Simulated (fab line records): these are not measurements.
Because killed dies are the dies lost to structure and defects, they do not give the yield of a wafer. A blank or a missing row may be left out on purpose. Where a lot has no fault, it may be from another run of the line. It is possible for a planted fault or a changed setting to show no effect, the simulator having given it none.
fab line records -- flow gf180mcu
record lots=12, wafers=36, last-day=34
route steps=602 shown M4@461 V4@488
lots untouched by any fault: they come from a run of this same line in which no faults occurred
start-h: the number of hours between the record's first day and the start of the first shown wafer of the lot -- wait-h: hours elapsed since this lot's preceding step -- " same as the row above -- L1.1+2: several wafers, shown together as one row -- - no value present, or no start provided -- * or withheld: withheld -- < > ~ a bound
route shown NAME@n: NAME is a module with steps in the file, n the number in the route of the first one -- usual: average and standard deviation across the fault-free wafers -- same: alike in all rows -- chamber/n: place in a boat -- sites: per-site readings -- _std_site: standard deviation of those values -- _edge_site: outer sites' mean less inner sites' -- radius-mm: for every site, how far away it sits from the centre of the wafer -- mask NAME#n: copy n -- behind: the last tool/chamber to shape the wafer -- hold: the reason the lot was held/the length of the hold in hours/how it ended -- device: whichever transistor did not switch (one of n, p or np) -- end of line: tests of these same wafers at the route's end -- a step given without rows: its recipe and nothing more -- killed: not the wafer's yield, but the dies lost to structure and defects at the first sort -- map: a wafer's dies, marking killed ones x, the rest . and places with no die _
set.NAME: the setting the step ran with; set.NAME@STEP: the setting that earlier step ran with -- model.NAME: the simulator's own value behind a step, which no gauge read
the route's steps for a sample of lots (tables are steps, rows are wafers)
services: a tool's chamber out of use, with start hour (start-h, from the record's first day; less than 0 if before it), hours out, and reason
## steps
# step GF_M4_RS_MEAS_05
# recipe thk-meas-gauge=four-point-probe, reads=TiN_of_M4_SPUTTER_04+Ti_of_M4_SPUTTER_03+AlCu_of_M4_SPUTTER_02+TiN_of_M4_SPUTTER_01+Ti_of_M4_SPUTTER_00
# usual M4_ALCU_RS=0.0702/0.0011
lot.wafer,tool,chamber,start-h,wait-h,M4_ALCU_RS[ohm/sq]
L808.1,film-metro-03,-,514.45,0.0,0.0677
L808.2,film-metro-03,-,514.45,0.0,0.0682
L808.5,film-metro-03,-,514.45,0.0,0.0690
L810.1,film-metro-03,-,543.74,0.0,0.0690
L810.2,film-metro-03,-,543.74,0.0,0.0702
L810.3,film-metro-03,-,543.74,0.0,0.0706
L811.1,film-metro-02,-,548.22,0.0,0.0712
L811.2,film-metro-02,-,548.22,0.0,0.0709
L811.6,film-metro-02,-,548.22,0.0,0.0720
L817.1,film-metro-02,-,586.74,0.0,0.0696
L817.4,film-metro-02,-,586.74,0.0,0.0699
L817.6,film-metro-02,-,586.74,0.0,0.0700
L818.2,film-metro-01,-,591.10,0.0,0.0696
L818.5,film-metro-01,-,591.10,0.0,0.0698
L818.6,film-metro-01,-,591.10,0.0,0.0707
L822.2,film-metro-02,-,626.97,0.0,0.0701
L822.3,film-metro-02,-,626.97,0.0,0.0689
L822.5,film-metro-02,-,626.97,0.0,0.0698
L824.2,film-metro-02,-,640.73,0.0,0.0702
L824.3,film-metro-02,-,640.73,0.0,0.0713
L824.4,film-metro-02,-,640.73,0.0,0.0714
L827.1,film-metro-01,-,667.95,0.0,0.0686
L827.3,film-metro-01,-,667.95,0.0,0.0687
L827.6,film-metro-01,-,667.95,0.0,0.0689
L828.1,film-metro-02,-,672.31,0.0,0.0725
L828.4,film-metro-02,-,672.31,0.0,0.0709
L828.6,film-metro-02,-,672.31,0.0,0.0715
L829.2,film-metro-02,-,682.25,0.0,0.0704
L829.4,film-metro-02,-,682.25,0.0,0.0707
L829.5,film-metro-02,-,682.25,0.0,0.0706
L830.1,film-metro-01,-,683.21,0.0,0.0696
L830.2,film-metro-01,-,683.21,0.0,0.0695
L830.5,film-metro-01,-,683.21,0.0,0.0688
L831.1,film-metro-02,-,689.11,0.0,0.0690
L831.4,film-metro-02,-,689.11,0.0,0.0696
L831.6,film-metro-02,-,689.11,0.0,0.0692
# step GF_V4_PEB_12
# recipe peb-temp-c=135, peb-time-s=90, resist=KrF
# usual resist-line-temp-C=22.99/0.1
lot.wafer,tool,chamber,start-h,wait-h,resist-line-temp-C
L808.1,litho-track-02,0,560.65,-,22.93
L808.2,litho-track-02,0,560.65,-,22.85
L808.5,litho-track-02,0,560.65,-,22.75
L810.1,litho-track-03,0,588.70,-,22.88
L810.2,litho-track-03,0,588.70,-,22.95
L810.3,litho-track-03,0,588.70,-,22.93
L811.1,litho-track-02,0,593.25,-,23.11
L811.2,litho-track-02,0,593.25,-,23.03
L811.6,litho-track-02,0,593.25,-,22.91
L817.1,litho-track-01,0,630.68,-,23.05
L817.4,litho-track-01,0,630.68,-,22.91
L817.6,litho-track-01,0,630.68,-,22.99
L818.2,litho-track-01,0,634.07,-,23.11
L818.5,litho-track-01,0,634.07,-,22.99
L818.6,litho-track-01,0,634.07,-,23.04
L822.2,litho-track-02,0,667.78,-,22.94
L822.3,litho-track-02,0,667.78,-,23.04
L822.5,litho-track-02,0,667.78,-,22.98
L824.2,litho-track-03,0,681.49,-,22.99
L824.3,litho-track-03,0,681.49,-,22.98
L824.4,litho-track-03,0,681.49,-,22.99
L827.1,litho-track-02,0,706.69,-,22.89
L827.3,litho-track-02,0,706.69,-,23.03
L827.6,litho-track-02,0,706.69,-,23.04
L828.1,litho-track-02,0,711.29,-,23.09
L828.4,litho-track-02,0,711.29,-,23.07
L828.6,litho-track-02,0,711.29,-,23.04
L829.2,litho-track-03,0,720.64,-,22.89
L829.4,litho-track-03,0,720.64,-,22.95
L829.5,litho-track-03,0,720.64,-,22.87
L830.1,litho-track-01,0,720.83,-,22.94
L830.2,litho-track-01,0,720.83,-,22.90
L830.5,litho-track-01,0,720.83,-,22.82
L831.1,litho-track-03,0,726.80,-,23.04
L831.4,litho-track-03,0,726.80,-,22.69
L831.6,litho-track-03,0,726.80,-,22.84
# step GF_V4_CD_MEAS_14
# recipe target-cd-nm=260
# usual cd-nm=259.9/1.3
lot.wafer,tool,chamber,start-h,wait-h,cd-nm
L808.1,cd-sem-02,-,561.00,0.1,261.7
L808.2,cd-sem-02,-,561.00,0.1,261.2
L808.5,cd-sem-02,-,561.00,0.1,261.2
L810.1,cd-sem-01,-,589.05,0.1,258.1
L810.2,cd-sem-01,-,589.05,0.1,258.3
L810.3,cd-sem-01,-,589.05,0.1,258.4
L811.1,cd-sem-02,-,593.60,0.1,258.4
L811.2,cd-sem-02,-,593.60,0.1,258.4
L811.6,cd-sem-02,-,593.60,0.1,259.0
L817.1,cd-sem-01,-,631.03,0.1,263.9
L817.4,cd-sem-01,-,631.03,0.1,264.2
L817.6,cd-sem-01,-,631.03,0.1,262.8
L818.2,cd-sem-02,-,634.40,0.1,263.7
L818.5,cd-sem-02,-,634.40,0.1,264.2
L818.6,cd-sem-02,-,634.40,0.1,264.0
L822.2,cd-sem-02,-,668.14,0.1,261.1
L822.3,cd-sem-02,-,668.14,0.1,261.5
L822.5,cd-sem-02,-,668.14,0.1,259.9
L824.2,cd-sem-02,-,681.82,0.1,258.8
L824.3,cd-sem-02,-,681.82,0.1,259.6
L824.4,cd-sem-02,-,681.82,0.1,259.5
L827.1,cd-sem-01,-,707.04,0.1,260.1
L827.3,cd-sem-01,-,707.04,0.1,261.4
L827.6,cd-sem-01,-,707.04,0.1,261.0
L828.1,cd-sem-02,-,711.64,0.1,261.7
L828.4,cd-sem-02,-,711.64,0.1,260.9
L828.6,cd-sem-02,-,711.64,0.1,263.7
L829.2,cd-sem-02,-,720.97,0.1,260.2
L829.4,cd-sem-02,-,720.97,0.1,260.0
L829.5,cd-sem-02,-,720.97,0.1,259.7
L830.1,cd-sem-01,-,721.18,0.1,259.0
L830.2,cd-sem-01,-,721.18,0.1,259.2
L830.5,cd-sem-01,-,721.18,0.1,260.3
L831.1,cd-sem-01,-,727.15,0.1,258.8
L831.4,cd-sem-01,-,727.15,0.1,259.0
L831.6,cd-sem-01,-,727.15,0.1,259.3
# step GF_V4_ETCH_16
# recipe chemistry=N2/H2, target-depth-a=withheld, overetch-a=withheld, time-s=withheld, target=BARC, ion-energy-ev=200, source-w=500, bias-w=100, pressure-mtorr=30, n2-flow-sccm=100, h2-flow-sccm=200
# usual drypump-motor-current-A=5.6/0.61, n2-flow-sccm=100.05/0.29, oes-product-au=0.854/0.0049, throttle-valve-pct=13.225/0.0098
lot.wafer,tool,chamber,start-h,wait-h,drypump-motor-current-A,n2-flow-sccm,oes-product-au,throttle-valve-pct
L808.1,rie-diel-02,1,561.15,0.0,6.8,100.07,0.855,13.220
L808.2,rie-diel-02,0,561.15,0.0,4.6,100.39,0.851,13.227
L808.5,rie-diel-02,0,561.15,0.0,4.7,100.15,0.854,13.218
L810.1,rie-diel-01,3,589.21,0.0,6.2,100.36,0.854,13.222
L810.2,rie-diel-01,0,589.21,0.0,5.6,99.65,0.855,13.221
L810.3,rie-diel-01,1,589.21,0.0,5.0,100.00,0.855,13.220
L811.1,rie-diel-01,0,593.75,0.0,5.6,100.12,0.850,13.228
L811.2,rie-diel-01,3,593.75,0.0,6.2,100.43,0.861,13.223
L811.6,rie-diel-01,1,593.75,0.0,5.0,100.21,0.857,13.239
L817.1,rie-diel-03,0,631.19,0.0,6.2,100.27,0.858,13.234
L817.4,rie-diel-03,3,631.19,0.0,5.8,100.59,0.850,13.232
L817.6,rie-diel-03,3,631.19,0.0,5.8,99.94,0.854,13.222
L818.2,rie-diel-03,2,634.54,0.0,5.1,100.77,0.850,13.236
L818.5,rie-diel-03,0,634.54,0.0,6.2,99.97,0.851,13.244
L818.6,rie-diel-03,3,634.54,0.0,5.8,99.28,0.854,13.206
L822.2,rie-diel-01,2,668.28,0.0,5.3,99.75,0.848,13.212
L822.3,rie-diel-01,1,668.28,0.0,5.0,100.28,0.849,13.228
L822.5,rie-diel-01,2,668.28,0.0,5.3,100.02,0.851,13.231
L824.2,rie-diel-02,3,681.96,0.0,5.4,100.18,0.864,13.216
L824.3,rie-diel-02,0,681.96,0.0,4.7,100.16,0.846,13.247
L824.4,rie-diel-02,1,681.96,0.0,6.7,100.17,0.851,13.216
L827.1,rie-diel-03,0,707.20,0.0,6.2,99.93,0.853,13.224
L827.3,rie-diel-03,1,707.20,0.0,6.2,100.08,0.852,13.220
L827.6,rie-diel-03,3,707.20,0.0,5.8,99.69,0.850,13.231
L828.1,rie-diel-01,0,711.80,0.0,5.6,100.56,0.857,13.229
L828.4,rie-diel-01,2,711.80,0.0,5.3,100.05,0.848,13.245
L828.6,rie-diel-01,3,711.80,0.0,6.1,100.12,0.851,13.224
L829.2,rie-diel-01,3,721.11,0.0,6.1,100.45,0.850,13.212
L829.4,rie-diel-01,2,721.11,0.0,5.3,100.11,0.855,13.232
L829.5,rie-diel-01,1,721.11,0.0,5.0,99.83,0.858,13.242
L830.1,rie-diel-02,3,721.34,0.0,5.3,99.33,0.864,13.230
L830.2,rie-diel-02,1,721.34,0.0,6.7,100.27,0.860,13.235
L830.5,rie-diel-02,1,721.34,0.0,6.7,100.38,0.845,13.236
L831.1,rie-diel-01,0,727.31,0.0,5.5,100.23,0.860,13.232
L831.4,rie-diel-01,3,727.31,0.0,6.1,100.14,0.855,13.236
L831.6,rie-diel-01,3,727.31,0.0,6.2,100.24,0.854,13.223
# step GF_V4_SPUTTER_22
# recipe material=TiN, target-thk-nm=10, chamber-pressure-pa=5, power-w=4000, time-s=40
# usual throttle-valve-pct=29.6/1.4
lot.wafer,tool,chamber,start-h,wait-h,throttle-valve-pct
L808.1,pvd-sputter-02,-,561.88,0.0,31.8
L808.2,pvd-sputter-02,-,561.88,0.0,28.2
L808.5,pvd-sputter-02,-,561.88,0.0,28.7
L810.1,pvd-sputter-02,-,589.93,0.0,31.9
L810.2,pvd-sputter-02,-,589.93,0.0,28.5
L810.3,pvd-sputter-02,-,589.93,0.0,28.1
L811.1,pvd-sputter-02,-,594.48,0.0,28.8
L811.2,pvd-sputter-02,-,594.48,0.0,31.8
L811.6,pvd-sputter-02,-,594.48,0.0,31.7
L817.1,pvd-sputter-02,-,631.91,0.0,31.9
L817.4,pvd-sputter-02,-,631.91,0.0,28.5
L817.6,pvd-sputter-02,-,631.91,0.0,32.1
L818.2,pvd-sputter-02,-,635.29,0.0,28.5
L818.5,pvd-sputter-02,-,635.29,0.0,28.2
L818.6,pvd-sputter-02,-,635.29,0.0,28.7
L822.2,pvd-sputter-03,-,669.00,0.0,31.9
L822.3,pvd-sputter-03,-,669.00,0.0,29.1
L822.5,pvd-sputter-03,-,669.00,0.0,31.8
L824.2,pvd-sputter-03,-,682.72,0.0,32.1
L824.3,pvd-sputter-03,-,682.72,0.0,27.7
L824.4,pvd-sputter-03,-,682.72,0.0,28.6
L827.1,pvd-sputter-03,-,707.93,0.0,28.7
L827.3,pvd-sputter-03,-,707.93,0.0,29.5
L827.6,pvd-sputter-03,-,707.93,0.0,32.4
L828.1,pvd-sputter-03,-,712.55,0.0,27.8
L828.4,pvd-sputter-03,-,712.55,0.0,28.4
L828.6,pvd-sputter-03,-,712.55,0.0,28.0
L829.2,pvd-sputter-03,-,721.83,0.0,32.4
L829.4,pvd-sputter-03,-,721.83,0.0,29.1
L829.5,pvd-sputter-03,-,721.83,0.0,29.4
L830.1,pvd-sputter-02,-,722.09,0.0,28.9
L830.2,pvd-sputter-02,-,722.09,0.0,31.8
L830.5,pvd-sputter-02,-,722.09,0.0,28.5
L831.1,pvd-sputter-04,-,728.03,0.0,31.0
L831.4,pvd-sputter-04,-,728.03,0.0,29.8
L831.6,pvd-sputter-04,-,728.03,0.0,29.8
## services
tool,chamber,start-h,hours,kind
pvd-sputter-04,-,557.64,3.3,repair
rie-diel-02,2,559.05,7.6,repair
pvd-sputter-03,2,563.66,-,consumable-replace:kit
pvd-sputter-03,2,563.66,18.0,scheduled-down
pvd-sputter-03,2,563.66,18.0,vent-cycle
pvd-sputter-03,-,580.63,13.0,repair
rie-diel-03,-,586.03,0.8,repair
rie-diel-01,2,586.18,-,clean
rie-diel-01,2,586.18,15.2,scheduled-down
rie-diel-01,2,586.18,15.2,vent-cycle
pvd-sputter-04,-,593.87,2.7,repair
rie-diel-02,3,599.60,12.5,repair
rie-diel-03,0,610.93,4.0,repair
rie-diel-01,0,622.17,-,clean
rie-diel-01,0,622.17,30.1,scheduled-down
rie-diel-01,0,622.17,30.1,vent-cycle
rie-diel-02,3,641.70,4.6,repair
rie-diel-03,1,645.52,9.4,repair
pvd-sputter-04,-,663.54,1.7,repair
pvd-sputter-02,-,668.09,30.4,repair
rie-diel-03,2,682.83,21.1,repair
pvd-sputter-04,-,688.91,6.0,repair
rie-diel-01,0,705.34,6.4,repair
rie-diel-02,1,706.17,4.2,repair
## key
first-sign step=GF_V4_CD_MEAS_14, reading=cd-nm, direction=up, sigmas=3.1, usual=259.9, struck=263.8
effect none on later readings
met-at GF_V4_PEB_12
struck-lots L817,L818
not-acting-at GF_M4_RS_MEAS_05,GF_V4_ETCH_16,GF_V4_SPUTTER_22
fault kind=process-parameter-drift, tool=litho-track-01, chamber=-, onset-h=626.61, steps=GF_V4_PEB_12, channel=peb-time-s, offset=*, shape=step, end-h=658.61, acts-in=*, stated=*
